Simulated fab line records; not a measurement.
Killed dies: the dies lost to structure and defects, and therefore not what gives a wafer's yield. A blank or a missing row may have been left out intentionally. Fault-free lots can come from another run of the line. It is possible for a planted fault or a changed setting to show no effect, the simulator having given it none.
The tool behind it: which one? -- flow gf180mcu -- 33 wafers from 11 lots sampled at 4 of the route's 602 steps

WHAT THE GAUGES READ, wafer by wafer
GF_V3_CD_MEAS_14 targets a cd of 260 nm.
lot,measured,on,cd-nm (nm)
L188,day 23 04:13,cd-sem-01,261.4 262.8 261.0
L189,day 23 21:52,cd-sem-02,260.1 261.5 260.2
L190,day 24 03:23,cd-sem-02,261.8 262.5 262.7
L191,day 24 14:05,cd-sem-02,260.5 260.2 259.9
L192,day 25 06:39,cd-sem-02,260.2 259.8 258.6
L196,day 26 07:52,cd-sem-02,261.2 259.6 259.6
L197,day 26 15:35,cd-sem-02,260.6 260.4 260.4
L198,day 26 18:59,cd-sem-02,259.1 259.8 259.9
L205,day 28 21:56,cd-sem-01,261.2 261.3 262.1
L207,day 29 10:19,cd-sem-02,260.3 261.7 259.7
L208,day 29 13:49,cd-sem-01,260.2 259.7 260.6

GF_V3_RS_MEAS_24: measurement is done with a four-point probe.
lot,measured,on,V3_W_RS (ohm/sq)
L188,day 23 05:16,film-metro-03,0.327 0.327 0.330
L189,day 23 22:55,film-metro-04,0.327 0.322 0.324
L190,day 24 04:25,film-metro-01,0.328 0.322 0.327
L191,day 24 15:08,film-metro-03,0.324 0.329 0.330
L192,day 25 07:43,film-metro-04,0.320 0.321 0.318
L196,day 26 09:02,film-metro-03,0.320 0.325 0.325
L197,day 26 16:43,film-metro-01,0.327 0.322 0.328 0.327 0.322 0.327
L198,day 26 20:07,film-metro-04,0.322 0.323 0.326
L205,day 28 22:58,film-metro-01,0.326 0.327 0.323
L207,day 29 11:21,film-metro-03,0.332 0.330 0.330
L208,day 29 14:51,film-metro-03,0.329 0.328 0.328

WHAT TOOL EACH LOT RAN ON (gives the tool, then ch and the chambers of the sampled wafers, and finally the start)
lot,GF_M3_STRIP_17,GF_V3_SPUTTER_21
L188,"plasma-asher-04 ch 0,1, day 22 04:22","pvd-sputter-01, day 23 05:04"
L189,"plasma-asher-03 ch 1, day 22 22:31","pvd-sputter-01, day 23 22:42"
L190,"plasma-asher-04 ch 0,1, day 23 03:16","pvd-sputter-04, day 24 04:11"
L191,"plasma-asher-01 ch 0,1, day 23 14:55","pvd-sputter-04, day 24 14:56"
L192,"plasma-asher-03 ch 0,1, day 24 07:31","pvd-sputter-03, day 25 07:29"
L196,"plasma-asher-03 ch 0,1, day 25 10:08","pvd-sputter-04, day 26 08:46"
L197,"plasma-asher-01 ch 0,1, day 25 17:19","pvd-sputter-03, day 26 16:30"
L198,"plasma-asher-03 ch 0,1, day 25 21:19","pvd-sputter-03, day 26 19:54"
L205,"plasma-asher-04 ch 0,1, day 28 02:13","pvd-sputter-03, day 28 22:45"
L207,"plasma-asher-04 ch 0,1, day 28 12:49","pvd-sputter-04, day 29 11:06"
L208,"plasma-asher-04 ch 0,1, day 28 17:04","pvd-sputter-04, day 29 14:38"
- GF_M3_STRIP_17: strips in O2/N2.
- GF_V3_SPUTTER_21: material Ti, target thk 15 nm, time 80.02 s.

AS READ BY THE TOOLS THEMSELVES (means over the sampled wafers that have a number; for cases with no such wafer, the mark the record gives instead)
GF_M3_STRIP_17.
lot,tool,drypump-motor-current-A (A),heater-power-w (W),oes-product-au (a.u.),strip-time-to-endpoint-s (s)
L188,plasma-asher-04,5.6,334,0.534,7.36
L189,plasma-asher-03,6.1,309,0.535,7.44
L190,plasma-asher-04,5.5,338,0.531,7.39
L191,plasma-asher-01,5.3,340,0.535,7.44
L192,plasma-asher-03,6.0,277,0.532,7.38
L196,plasma-asher-03,6.1,292,0.534,7.44
L197,plasma-asher-01,6.0,366,0.541,7.42
L198,plasma-asher-03,6.0,284,0.534,7.34
L205,plasma-asher-04,5.6,339,0.541,7.45
L207,plasma-asher-04,5.8,363,0.539,7.45
L208,plasma-asher-04,5.5,336,0.535,7.37

GF_V3_SPUTTER_21.
lot,tool,cathode-dc-power-W (W),chamber-pressure-pa (Pa),throttle-valve-pct (%)
L188,pvd-sputter-01,2500.1,5.000,30.1
L189,pvd-sputter-01,2500.0,5.012,30.1
L190,pvd-sputter-04,2500.1,5.000,29.6
L191,pvd-sputter-04,2500.0,5.012,30.2
L192,pvd-sputter-03,2500.0,5.010,28.6
L196,pvd-sputter-04,-,-,-
L197,pvd-sputter-03,-,-,-
L198,pvd-sputter-03,2499.8,4.992,28.8
L205,pvd-sputter-03,2500.3,5.003,29.3
L207,pvd-sputter-04,2500.0,4.998,30.1
L208,pvd-sputter-04,2500.0,5.003,30.5

THE ANSWER, worked out from the rows above alone
Rule: the lots themselves supply what counts as usual. Put in order of their means at a reading, lots are off if they are a third of the lots or fewer, leave a main group of 4 or more, and stand apart from it by a gap of 3 or more times the standard deviation of the main group's means; of several such gaps the widest counts. A main group is skipped when, at the precision printed for the reading in the tables above, its means are all equal. Also off: a lot with no number at a reading for which 4 or more lots have one. Any other lot the step has rows for is counted as sound. After the gauges, taken in route order, come the tools' own readings; for these a lot's mean is taken, as printed above. The first step at which some lot is off is used, and at that step the reading that is off furthest; a lot without a number counts as furthest.
Off, at GF_V3_SPUTTER_21 on cathode-dc-power-W: L196, L197. Without a number there: L196, L197. The main group has a mean of 2500.0 W with a standard deviation of 0.12.
If a tool, at that step or one of the process steps before it, ran each lot that is off and ran no sound lot following the first of them, it fits. No candidate that was tried fits.

WHAT HAD BEEN PUT IN BY THE SIMULATOR
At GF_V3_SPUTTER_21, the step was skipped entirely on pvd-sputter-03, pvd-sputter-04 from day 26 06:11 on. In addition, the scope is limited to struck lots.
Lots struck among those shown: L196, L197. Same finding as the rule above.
